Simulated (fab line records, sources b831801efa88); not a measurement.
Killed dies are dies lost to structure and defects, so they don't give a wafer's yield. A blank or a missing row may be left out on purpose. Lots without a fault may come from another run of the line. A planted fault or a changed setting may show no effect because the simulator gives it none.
Which tool did it? | flow gf180mcu | 24 lots, 72 wafers sampled, at 5 steps of a route of 602

WHAT THE GAUGES READ, wafer by wafer
GF_SAB_THK_MEAS_01.
lot  | measured     | on            | SAB_CVD_00_THK (nm)
L074 | day 14 07:15 | film_metro-02 | 50.0 50.4 50.6
L075 | day 14 13:28 | film_metro-03 | 49.4 49.2 50.1
L076 | day 14 18:46 | film_metro-03 | 49.6 50.3 50.0
L077 | day 15 12:29 | film_metro-01 | 49.9 50.0 50.0
L078 | day 15 16:53 | film_metro-01 | 49.5 48.7 50.4
L079 | day 15 22:04 | film_metro-02 | 49.9 49.8 49.9
L080 | day 16 09:23 | film_metro-02 | 49.9 50.1 50.4
L081 | day 16 19:39 | film_metro-01 | 49.9 50.6 51.3
L082 | day 16 22:42 | film_metro-02 | 48.9 49.4 49.5
L083 | day 17 11:02 | film_metro-02 | 50.3 51.2 50.7
L084 | day 17 18:31 | film_metro-01 | 49.7 50.6 51.0
L085 | day 18 01:38 | film_metro-02 | 48.9 50.2 49.9
L086 | day 18 09:11 | film_metro-02 | 49.5 50.3 50.6
L087 | day 18 20:03 | film_metro-01 | 49.2 48.9 50.2
L088 | day 19 01:36 | film_metro-01 | 48.8 49.8 49.9
L089 | day 19 16:35 | film_metro-01 | 49.6 50.1 50.1
L090 | day 19 19:31 | film_metro-02 | 49.0 50.8 50.3
L091 | day 20 02:32 | film_metro-02 | 48.9 50.2 50.1
L092 | day 20 11:20 | film_metro-02 | 50.2 49.6 50.4
L093 | day 20 21:55 | film_metro-02 | 50.3 51.1 50.5
L094 | day 21 07:33 | film_metro-01 | 49.3 49.6 50.9
L095 | day 21 12:18 | film_metro-01 | 49.4 50.6 50.0
L096 | day 22 00:10 | film_metro-01 | 49.5 50.0 49.8
L097 | day 22 11:25 | film_metro-01 | 49.7 50.1 50.3

GF_M2_RS_MEAS_05: measures by four-point-probe.
lot  | measured     | on            | M2_ALCU_RS (ohm/sq)
L074 | day 18 04:34 | film_metro-01 | 0.0695 0.0696 0.0693
L075 | day 18 10:26 | film_metro-02 | 0.0689 0.0686 0.0690
L076 | day 18 16:22 | film_metro-04 | 0.0694 0.0690 0.0697
L077 | day 19 11:53 | film_metro-01 | 0.0702 0.0697 0.0702
L078 | day 19 19:19 | film_metro-01 | 0.0702 0.0689 0.0691
L079 | day 19 22:10 | film_metro-04 | 0.0705 0.0715 0.0709
L080 | day 20 12:52 | film_metro-01 | 0.0691 0.0697 0.0695
L081 | day 21 00:12 | film_metro-04 | 0.0693 0.0696 0.0687
L082 | day 21 04:47 | film_metro-01 | 0.0698 0.0695 0.0699
L083 | day 21 15:52 | film_metro-04 | 0.0706 0.0714 0.0708
L084 | day 22 00:21 | film_metro-02 | 0.0695 0.0699 0.0697
L085 | day 22 07:42 | film_metro-01 | 0.0696 0.0695 0.0691
L086 | day 22 16:09 | film_metro-04 | 0.0685 0.0692 0.0690
L087 | day 23 01:09 | film_metro-04 | 0.0690 0.0700 0.0698
L088 | day 23 07:19 | film_metro-01 | 0.0686 0.0692 0.0691
L089 | day 23 21:30 | film_metro-02 | 0.0707 0.0705 0.0691
L090 | day 23 23:35 | film_metro-01 | 0.0695 0.0682 0.0693
L091 | day 24 05:29 | film_metro-01 | 0.0685 0.0683 0.0689
L092 | day 24 14:58 | film_metro-01 | 0.0693 0.0699 0.0685
L093 | day 25 00:03 | film_metro-02 | 0.0705 0.0697 0.0699
L094 | day 25 09:34 | film_metro-04 | 0.0702 0.0696 0.0696
L095 | day 25 14:00 | film_metro-04 | 0.0689 0.0693 0.0687
L096 | day 25 23:45 | film_metro-04 | 0.0688 0.0700 0.0691
L097 | day 26 08:53 | film_metro-02 | 0.0707 0.0702 0.0707

GF_V3_OVL_MEAS_15.
lot  | measured     | on         | V3_OVL (nm)
L074 | day 22 08:16 | overlay-01 | -3 1 3
L075 | day 22 15:29 | overlay-01 | -3 2 2
L076 | day 22 21:55 | overlay-01 | 1 8 5
L077 | day 23 14:40 | overlay-02 | 2 2 0
L078 | day 23 21:05 | overlay-02 | -2 -1 -3
L079 | day 24 00:45 | overlay-02 | 13 14 3
L080 | day 24 14:26 | overlay-02 | -4 5 5
L081 | day 25 00:36 | overlay-02 | -3 -6 3
L082 | day 25 03:37 | overlay-01 | 10 1 9
L083 | day 25 15:36 | overlay-01 | 6 4 9
L084 | day 25 22:31 | overlay-01 | -3 -5 0
L085 | day 26 04:19 | overlay-01 | 5 5 2
L086 | day 26 11:39 | overlay-01 | -5 -9 -4
L087 | day 26 20:28 | overlay-02 | 1 -8 -1
L088 | day 27 01:07 | overlay-02 | 11 4 5
L089 | day 27 14:22 | overlay-02 | -11 -4 -12
L090 | day 27 16:16 | overlay-02 | 1 -1 9
L091 | day 27 21:32 | overlay-02 | -8 1 0
L092 | day 28 05:05 | overlay-02 | -3 -4 -6
L093 | day 28 14:38 | overlay-02 | -6 1 -10
L094 | day 28 22:09 | overlay-02 | 5 0 2
L095 | day 29 04:04 | overlay-01 | 3 3 7
L096 | day 29 12:22 | overlay-02 | 3 2 0
L097 | day 29 20:18 | overlay-02 | -6 -10 -5

GF_V3_RS_MEAS_24: measures by four-point-probe.
lot  | measured     | on            | V3_W_RS (ohm/sq)
L074 | day 22 09:10 | film_metro-01 | 0.331 0.326 0.319
L075 | day 22 16:32 | film_metro-01 | 0.323 0.321 0.321
L076 | day 22 22:50 | film_metro-01 | 0.327 0.333 0.328
L077 | day 23 15:34 | film_metro-01 | 0.334 0.320 0.331
L078 | day 23 22:00 | film_metro-01 | 0.336 0.333 0.337
L079 | day 24 01:40 | film_metro-01 | 0.321 0.321 0.330
L080 | day 24 15:46 | film_metro-01 | 0.322 0.324 0.317
L081 | day 25 01:38 | film_metro-03 | 0.321 0.326 0.322
L082 | day 25 04:59 | film_metro-01 | 0.321 0.320 0.322
L083 | day 25 16:31 | film_metro-01 | 0.324 0.334 0.335
L084 | day 25 23:32 | film_metro-03 | 0.336 0.327 0.337
L085 | day 26 05:13 | film_metro-02 | 0.320 0.320 0.328
L086 | day 26 12:35 | film_metro-03 | 0.334 0.335 0.331
L087 | day 26 21:25 | film_metro-01 | 0.319 0.332 0.331
L088 | day 27 02:04 | film_metro-03 | 0.318 0.330 0.324
L089 | day 27 15:20 | film_metro-03 | 0.318 0.331 0.319
L090 | day 27 17:11 | film_metro-03 | 0.333 0.324 0.331
L091 | day 27 22:28 | film_metro-03 | 0.337 0.325 0.321
L092 | day 28 06:01 | film_metro-02 | 0.330 0.318 0.318
L093 | day 28 15:34 | film_metro-01 | 0.334 0.320 0.320
L094 | day 28 23:07 | film_metro-01 | 0.331 0.319 0.333
L095 | day 29 05:02 | film_metro-01 | 0.322 0.337 0.319
L096 | day 29 13:18 | film_metro-03 | 0.328 0.322 0.331
L097 | day 29 21:14 | film_metro-01 | 0.324 0.321 0.334

WHICH TOOL RAN EACH LOT (tool, then ch and the chambers of the sampled wafers, then the start)
lot  | GF_V1_ETCH_17
L074 | rie_diel-03 ch 0,1,2, day 18 04:34 or earlier
L075 | rie_diel-04 ch 1,2,3, day 18 10:26 or earlier
L076 | rie_diel-04 ch 0,1,2, day 18 16:22 or earlier
L077 | rie_diel-02 ch 0,2,3, day 19 11:53 or earlier
L078 | rie_diel-03 ch 1,2,3, day 19 19:19 or earlier
L079 | rie_diel-04 ch 0,1,3, day 19 22:10 or earlier
L080 | rie_diel-04 ch 0,1,3, day 20 12:52 or earlier
L081 | rie_diel-04 ch 0,1,2, day 21 00:12 or earlier
L082 | rie_diel-04 ch 0,1,2, day 21 04:47 or earlier
L083 | rie_diel-03 ch 1,2, day 21 15:52 or earlier
L084 | rie_diel-02 ch 2,3, day 22 00:21 or earlier
L085 | rie_diel-03 ch 0,3, day 22 07:42 or earlier
L086 | rie_diel-02 ch 1,3, day 22 16:09 or earlier
L087 | rie_diel-03 ch 0,2, day 23 01:09 or earlier
L088 | rie_diel-04 ch 1,2,3, day 23 07:19 or earlier
L089 | rie_diel-03 ch 0,1, day 23 21:30 or earlier
L090 | rie_diel-02 ch 0,2,3, day 23 23:35 or earlier
L091 | rie_diel-02 ch 0,1,3, day 24 05:29 or earlier
L092 | rie_diel-03 ch 0,1,3, day 24 14:58 or earlier
L093 | rie_diel-04 ch 0,2,3, day 25 00:03 or earlier
L094 | rie_diel-03 ch 1,3, day 25 09:34 or earlier
L095 | rie_diel-04 ch 1,2, day 25 14:00 or earlier
L096 | rie_diel-03 ch 0,1,3, day 25 23:45 or earlier
L097 | rie_diel-03 ch 0,2,3, day 26 08:53 or earlier
- GF_V1_ETCH_17: etches SiO2 in C4F8/O2/Ar, stops on TiN, target depth 630 nm.

WHAT THE TOOLS THEMSELVES READ (means of the sampled wafers that have a number; where no wafer has one, the mark that the record gives instead)
GF_V1_ETCH_17.
lot  | tool        | oes_product_au (a.u.) | rf_fwd_power_W (W)
L074 | rie_diel-03 | 0.852                 | 1493
L075 | rie_diel-04 | 0.854                 | 1492
L076 | rie_diel-04 | 0.856                 | 1491
L077 | rie_diel-02 | 0.855                 | 1497
L078 | rie_diel-03 | 0.855                 | 1496
L079 | rie_diel-04 | 0.850                 | 1493
L080 | rie_diel-04 | 0.855                 | 1497
L081 | rie_diel-04 | 0.853                 | 1491
L082 | rie_diel-04 | 0.854                 | 1492
L083 | rie_diel-03 | 0.857                 | 1494
L084 | rie_diel-02 | 0.858                 | 1489
L085 | rie_diel-03 | 0.859                 | 1493
L086 | rie_diel-02 | 0.855                 | 1500
L087 | rie_diel-03 | 0.857                 | 1495
L088 | rie_diel-04 | 0.851                 | 1491
L089 | rie_diel-03 | 0.855                 | 1487
L090 | rie_diel-02 | 0.854                 | 1492
L091 | rie_diel-02 | 0.857                 | 1492
L092 | rie_diel-03 | 0.853                 | 1498
L093 | rie_diel-04 | 0.856                 | 1493
L094 | rie_diel-03 | 0.853                 | 1494
L095 | rie_diel-04 | 0.854                 | 1497
L096 | rie_diel-03 | 0.855                 | 1491
L097 | rie_diel-03 | 0.856                 | 1500

THE ANSWER, worked out from the rows above alone
Rule: what is usual is taken from the lots themselves. Put in order of their means at a reading, lots are off if they are a third of the lots or fewer, leave a main group of 4 or more, and stand apart from it by a gap of 3 or more times the standard deviation of the main group's means; of several such gaps the widest counts. A main group whose means are all the same, to the digits that the tables above print for the reading, isn't used. A lot without any number at a reading at which 4 lots or more have one is off too. The other lots that the step has rows for count as sound. The gauges are gone through in route order, then the tools' own readings, and for those a lot's mean is taken as printed above. The first step at which some lot is off is used, and at that step the reading that is off furthest; a lot without a number counts as furthest.
No lot is off at any reading shown: from this, nothing can be told.

WHAT THE SIMULATOR HAD PUT IN
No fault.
